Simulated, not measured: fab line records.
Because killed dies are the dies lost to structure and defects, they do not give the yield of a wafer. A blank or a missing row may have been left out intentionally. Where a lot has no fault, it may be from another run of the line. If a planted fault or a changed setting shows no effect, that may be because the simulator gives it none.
One fault through the eyes of 2 desks ; flow sky130 ; each desk has only its own numbers; what lay behind them comes last

== THE TOOL OWNER'S DESK: pvd sputter-03 ==
The tool's own readings at SKY_METAL3_SPUTTER_02 (material AlCu, target thk 735 nm, time 39.1 s): means of the sampled wafers that have a number, for each lot that ran on this tool. Marked OUT: a lot whose mean sits more than 4 standard deviations from the usual mean, which makes it out of limits; the brackets give that distance.
Columns: A = throttle valve pct at SKY_METAL3_SPUTTER_02, usual 29.9 %
lot;first seen here;A
L543;day 38 15:17;29.7
L548;day 39 19:46;30.0
L550;day 40 11:31;30.5
L557;day 42 06:55;29.4
L558;day 42 10:55;30.2
L559;day 42 21:11;30.2
This desk's verdict: no lot among the 6 shows anything out of limits.

== THE METROLOGY DESK ==
What the gauges read for every lot (on any tool): the sampled wafers with a number, averaged. Marked OUT: a lot whose mean sits more than 4 standard deviations from the usual mean, which makes it out of limits; the brackets give that distance.
Columns: A = CAPM_OVL at SKY_CAPM_OVL_MEAS_12, usual -1.2 nm; B = VIA3_HDPCVD_THK at SKY_VIA3_THK_MEAS_01, usual 1633 nm; C = VIA3_BOW at SKY_VIA3_BOW_MEAS_03, usual 80 um
lot;first seen here;A;B;C
L543;day 39 16:53;-0.5;1675;67
L545;day 39 20:29;-2.4;1655;78
L547;day 40 16:03;-3.1;1658;85
L548;day 40 20:26;-2.9;1621;72
L550;day 41 11:22;-0.4;1650;81
L553;day 42 12:44;-2.0;1614;86
L557;day 43 05:09;-1.0;1633;92
L558;day 43 08:47;0.2;1609;91
L559;day 43 17:22;-1.3;1637;93
L564;day 44 13:08;0.1;1645;88
This desk's verdict: no lot among the 10 shows anything out of limits.

== TAKEN TOGETHER ==
Nothing out of limits was seen by the tool owner's desk.
Nothing out of limits was seen by the metrology desk.

== WHAT THE SIMULATOR HAD INSERTED ==
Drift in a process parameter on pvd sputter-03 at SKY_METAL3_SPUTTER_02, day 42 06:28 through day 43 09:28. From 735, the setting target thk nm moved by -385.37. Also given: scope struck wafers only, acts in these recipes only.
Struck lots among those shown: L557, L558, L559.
